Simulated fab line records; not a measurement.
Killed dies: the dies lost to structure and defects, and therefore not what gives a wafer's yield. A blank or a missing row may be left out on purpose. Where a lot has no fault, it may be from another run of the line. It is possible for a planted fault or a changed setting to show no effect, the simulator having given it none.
fab line records    flow gf180mcu
[record] lots = 6  wafers = 17  last-day = 34
route steps=602 shown M4@473 V4@476
lots that met no fault: from a run of the same line without faults
start-h: start of the lot's first displayed wafer, in hours after the record's first day    wait-h: how many hours have passed since the lot's step before this one    " the same as in the row above    L1.1+2: several wafers, shown together as one row    - no value, or no start given    * or withheld: withheld    < > ~ a bound
route shown NAME@n: NAME is a module with steps in the file, n the number in the route of the first one    usual: mean and standard deviation over wafers with no fault    same: alike in all rows    chamber/n: place in a boat    sites: the reading at each site    _std_site: the values' standard deviation    _edge_site: inner sites' mean taken away from outer sites' mean    radius-mm: how far each site lies from the wafer's centre    mask NAME#n: copy n    behind: the tool/chamber that last shaped the wafer    hold: why the lot was held/for how many hours/how that ended    device: transistor that didn't switch, given as n, p or np    end of line: tests run on the same wafers once the route is complete    a step with no rows: only its recipe    killed: dies lost to structure and defects at the first sort, not the wafer's yield    map: dies across one wafer; x = killed, . = not, _ = none there
set.NAME: the setting the step ran with; set.NAME@STEP: the setting that earlier step ran with    model.NAME: the simulator's own value behind a step, which no gauge read
lots at selected steps of the route; one table per step, one row per wafer
services: a tool's chamber out of use, with start hour (start-h, from the record's first day; less than 0 if before it), hours out, and reason
[[steps]]
[step GF_M4_STRIP_17]
[recipe] chemistry = O2/N2  power-w = 1400  pressure-mtorr = 1500  platen-temp-c = 250  o2-flow-sccm = 3000  n2-flow-sccm = 300  overash-fraction = 0.5
[usual] drypump-motor-current-A = 5.9/0.31  heater-power-w = 332/26  oes-product-au = 0.538/0.0051  strip-time-to-endpoint-s = 7.39/0.064
lot.wafer  tool             chamber  start-h  wait-h  drypump-motor-current-A  heater-power-w  oes-product-au  rf-hours-counter-h  strip-time-to-endpoint-s
L656.1     plasma-asher-04  1        545.43   0.1     6.2                      305             0.537           12                  7.27
L656.2     "                0        "        "       5.8                      355             0.537           12                  7.38
L656.5     "                0        "        "       5.8                      355             0.536           -                   7.34
L657.3     plasma-asher-01  1        555.85   0.1     5.4                      367             0.545           -                   7.41
L657.5     "                1        "        "       5.4                      360             0.536           -                   7.36
L657.6     "                0        "        "       5.8                      289             0.542           -                   7.48
L660.2     plasma-asher-02  0        577.47   0.1     6.2                      342             0.532           79                  7.41
L660.3     "                1        "        "       6.2                      335             0.545           -                   7.42
L660.4     "                0        "        "       6.3                      336             0.543           -                   7.48
L676.4     plasma-asher-04  1        703.38   0.1     6.2                      308             0.536           -                   7.37
L676.5     "                0        "        "       5.8                      347             0.537           -                   7.34
L676.6     "                1        "        "       6.2                      309             0.544           -                   7.39
L677.1     plasma-asher-01  1        707.43   0.1     5.4                      372             0.538           104                 7.37
L677.2     "                0        "        "       5.8                      291             0.535           104                 7.34
L677.6     "                1        "        "       5.4                      366             0.537           -                   7.36
L678.5     plasma-asher-02  1        715.36   0.1     6.1                      327             0.538           -                   7.36
L678.6     "                0        "        "       6.2                      346             0.534           -                   7.39
[step GF_M4_STRIP_18]
[recipe] chemistry = post-etch-residue-remover  time-s = 1200  temp-c = 72.5
[step GF_M4_CLEAN_19]
[recipe] chemistry = DIW  dry = n2-spin
[step GF_V4_CVD_00]
[recipe] material = SiO2  target-thk-nm = 600  sigma-open-frac = 0.3  temp-c = 400  time-s = 100  sih4-flow-sccm = 60  pressure-mtorr = 6
[step GF_V4_THK_MEAS_01]
[recipe] reads = SiO2_of_V4_CVD_00
[usual] V4_CVD_00_THK = 602/6.7
lot.wafer  tool           chamber  start-h  wait-h  V4_CVD_00_THK[nm]
L656.1     film-metro-04  -        546.07   0.0     604
L656.2     "              -        "        "       603
L656.5     "              -        "        "       607
L657.3     film-metro-04  -        556.51   0.1     604
L657.5     "              -        "        "       601
L657.6     "              -        "        "       604
L660.2     film-metro-03  -        578.08   0.0     595
L660.3     "              -        "        "       604
L660.4     "              -        "        "       607
L676.4     film-metro-01  -        704.45   0.0     602
L676.5     "              -        "        "       609
L676.6     "              -        "        "       587
L677.1     film-metro-01  -        708.07   0.0     593
L677.2     "              -        "        "       601
L677.6     "              -        "        "       601
L678.5     film-metro-04  -        715.97   0.0     602
L678.6     "              -        "        "       594
[step GF_V4_CVD_02]
[recipe] material = SiO2  target-thk-nm = 850  precursor = TEOS  temp-c = 400  time-s = 94.851  rf-w = 600
[usual] heater-power-w = 621/93
lot.wafer  tool      chamber  start-h  wait-h  heater-power-w
L656.1     pecvd-03  2        546.13   0.1     822
L656.2     "         0        "        "       513
L656.5     "         2        "        "       677
L657.3     pecvd-04  0        556.55   0.0     629
L657.5     "         2        "        "       622
L657.6     "         0        "        "       652
L660.2     pecvd-03  0        578.13   0.0     613
L660.3     "         2        "        "       827
L660.4     "         2        "        "       681
L676.4     pecvd-03  0        704.52   0.1     564
L676.5     "         1        "        "       696
L676.6     "         2        "        "       760
L677.1     pecvd-03  2        708.13   0.1     841
L677.2     "         0        "        "       630
L677.6     "         0        "        "       511
L678.5     pecvd-03  0        716.03   0.0     663
L678.6     "         2        "        "       820
[step GF_V4_THK_MEAS_03]
[recipe] reads = SiO2_of_V4_CVD_02
[usual] V4_CVD_02_THK = 851/13
lot.wafer  tool           chamber  start-h  wait-h  V4_CVD_02_THK[nm]
L656.1     film-metro-01  -        546.20   0.0     828
L656.2     "              -        "        "       843
L656.5     "              -        "        "       837
L657.3     film-metro-03  -        556.64   0.1     852
L657.5     "              -        "        "       864
L657.6     "              -        "        "       863
L660.2     film-metro-04  -        578.21   0.0     851
L660.3     "              -        "        "       834
L660.4     "              -        "        "       847
L676.4     film-metro-03  -        704.58   0.0     865
L676.5     "              -        "        "       851
L676.6     "              -        "        "       845
L677.1     film-metro-04  -        708.20   0.0     831
L677.2     "              -        "        "       834
L677.6     "              -        "        "       851
L678.5     film-metro-03  -        716.10   0.0     850
L678.6     "              -        "        "       843
[step GF_V4_CMP_04]
[recipe] material = SiO2  down-force-psi = 4  platen-rpm = 60  pad-velocity-m-s = 0.94248
[usual] motor-current-A = 12.4/1.8  time-to-endpoint-s = 78/6
lot.wafer  tool    chamber  start-h  wait-h  motor-current-A  time-to-endpoint-s
L656.1     cmp-02  1        546.26   0.1     12.2             71
L656.2     "       3        "        "       15.9             67
L656.5     "       1        "        "       11.9             75
L657.3     cmp-01  0        556.68   0.0     11.3             84
L657.5     "       0        "        "       11.6             88
L657.6     "       1        "        "       12.4             84
L660.3     cmp-02  2        578.26   0.0     12.1             69
L660.4     "       3        "        "       16.5             72
L660.2     "       1        "        "       11.5             78
L676.4     cmp-01  1        705.85   1.3     12.5             80
L676.5     "       1        "        "       11.8             77
L676.6     "       2        "        "       11.3             78
L677.1     cmp-01  1        708.26   0.1     11.9             71
L677.2     "       3        "        "       10.3             74
L677.6     "       2        "        "       11.8             79
L678.5     cmp-02  2        716.32   0.2     12.1             78
L678.6     "       3        "        "       16.8             76
[step GF_V4_BOW_MEAS_05]
[recipe] mode = bow
[usual] V4_BOW = 135/9.9
lot.wafer  tool           chamber  start-h  wait-h  V4_BOW[um]
L656.1     film-metro-03  -        546.56   0.2     126
L656.2     "              -        "        "       140
L656.5     "              -        "        "       122
L657.3     film-metro-01  -        557.02   0.3     132
L657.5     "              -        "        "       125
L657.6     "              -        "        "       136
L660.2     film-metro-03  -        578.58   0.1     143
L660.3     "              -        "        "       128
L660.4     "              -        "        "       131
L676.4     film-metro-03  -        706.21   0.3     126
L676.5     "              -        "        "       117
L676.6     "              -        "        "       114
L677.1     film-metro-03  -        708.56   0.2     117
L677.2     "              -        "        "       134
L677.6     "              -        "        "       117
L678.5     film-metro-01  -        716.50   0.1     134
L678.6     "              -        "        "       144
[step GF_V4_DEHYDRATE_06]
[recipe] temp-c = 200  time-s = 60
[step GF_V4_HMDS_07]
[recipe] prime-time-s = 60  prime-temp-c = 120
[step GF_V4_COAT_08]
[recipe] resist = BARC  temp-c = withheld  time-s = withheld  spin-rpm = withheld  resist-thk-nm = withheld
[step GF_V4_COAT_09]
[recipe] resist = KrF  spin-rpm = withheld  resist-thk-nm = 1000
lot.wafer  tool            chamber  start-h  wait-h  model.KrF_of_V4_COAT_09.thk-nm
L656.1     litho-track-03  0        557      -       1002
L656.2     "               0        "        "       1006
L656.5     "               0        "        "       1004
L657.3     litho-track-03  0        567      -       1002
L657.5     "               0        "        "       1003
L657.6     "               0        "        "       1000
L660.2     litho-track-03  0        589      -       1000
L660.3     "               0        "        "       1003
L660.4     "               0        "        "       999.3
L676.4     litho-track-03  0        714      -       995.2
L676.5     "               0        "        "       999.7
L676.6     "               0        "        "       1019
L677.1     litho-track-01  0        717      -       995.8
L677.2     "               0        "        "       998.9
L677.6     "               0        "        "       997
L678.5     litho-track-03  0        725      -       998.6
L678.6     "               0        "        "       1017
[step GF_V4_SOFTBAKE_10]
[recipe] temp-c = 130  time-s = 60  resist = KrF
[step GF_V4_EXPOSE_11]
[recipe] mask-id = Via4  target-cd-nm = 260  na = 0.68  source-shape = conventional  sigma-outer = 0.6  dose-mj = 38
[step GF_V4_PEB_12]
[recipe] peb-temp-c = 135  peb-time-s = 90  resist = KrF
[step GF_V4_DEVELOP_13]
[recipe] develop-time-s = 60  resist = KrF  dev-temp-c = 21
lot.wafer  tool            chamber  start-h  wait-h  model.KrF_of_V4_COAT_09.thk-nm
L656.1     litho-track-04  0        568.62   0.2     986.8
L656.2     "               0        "        "       991
L656.5     "               0        "        "       988.8
L657.3     litho-track-01  0        577.80   0.1     986.9
L657.5     "               0        "        "       987.7
L657.6     "               0        "        "       985
L660.2     litho-track-01  0        599.62   0.2     985.1
L660.3     "               0        "        "       987.6
L660.4     "               0        "        "       984.3
L676.4     litho-track-03  0        723.72   0.1     980.2
L676.5     "               0        "        "       984.7
L676.6     "               0        "        "       1004
L677.1     litho-track-03  0        726.69   0.2     980.9
L677.2     "               0        "        "       983.9
L677.6     "               0        "        "       982.1
L678.5     litho-track-03  0        733.89   0.1     983.7
L678.6     "               0        "        "       1002
[step GF_V4_CD_MEAS_14]
[recipe] target-cd-nm = 260
[usual] cd-nm = 259.9/1.5
lot.wafer  tool       chamber  start-h  wait-h  cd-nm
L656.1     cd-sem-02  -        568.77   0.1     258.1
L656.2     "          -        "        "       258.7
L656.5     "          -        "        "       258.3
L657.3     cd-sem-02  -        577.94   0.1     260.6
L657.5     "          -        "        "       261.4
L657.6     "          -        "        "       260.6
L660.2     cd-sem-02  -        599.77   0.1     258.4
L660.3     "          -        "        "       260.9
L660.4     "          -        "        "       259.2
L676.4     cd-sem-02  -        723.85   0.1     259.1
L676.5     "          -        "        "       260.6
L676.6     "          -        "        "       258.8
L677.1     cd-sem-01  -        726.84   0.1     260.7
L677.2     "          -        "        "       261.7
L677.6     "          -        "        "       261.0
L678.5     cd-sem-01  -        734.02   0.1     261.8
L678.6     "          -        "        "       261.5
[[services]]
tool             chamber  start-h  hours  kind
pecvd-04         -        547.74   6.0    pm
plasma-asher-04  -        552.58   4.7    repair
plasma-asher-04  -        566.68   2.8    pm
cmp-02           -        570.47   2.0    repair
cmp-01           -        572.00   4.0    pm
cmp-01           -        576.00   -      consumable-replace:conditioner
cmp-01           -        576.00   -      consumable-replace:pad
pecvd-04         -        590.00   0.5    repair
plasma-asher-01  -        609.12   2.8    pm
cmp-02           -        615.09   1.5    repair
cmp-01           -        615.68   1.2    repair
cmp-01           -        630.79   5.5    repair
pecvd-03         2        635.43   16.9   repair
cmp-02           -        644.14   0.5    repair
pecvd-03         0        645.25   14.6   repair
pecvd-04         -        663.13   0.7    repair
cmp-02           -        663.74   3.4    pm
cmp-01           -        681.98   5.4    pm
pecvd-03         -        688.82   0.5    repair
plasma-asher-01  -        695.01   7.9    pm
cmp-02           -        701.18   7.0    pm
plasma-asher-04  -        709.46   37.2   repair
pecvd-04         -        711.79   2.9    repair
plasma-asher-01  -        733.75   9.0    pm
[[key]]
first-sign none at tools or gauges
[model-effect] step = GF_V4_COAT_09  value = KrF_of_V4_COAT_09.thk-nm  without = 998.7  struck = 1018
[model-effect] step = GF_V4_DEVELOP_13  value = KrF_of_V4_COAT_09.thk-nm  without = 983.8  struck = 1003
met-at GF_V4_COAT_09
struck-wafers L676.6,L678.6
onset-between 589 714
[fault] kind = process-parameter-drift  tool = litho-track-03  chamber = -  onset-h = 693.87  steps = GF_V4_COAT_09  channel = resist-thk-nm  offset = *  shape = step  end-h = 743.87  scope = struck-wafers-only  acts-in = *  stated = *
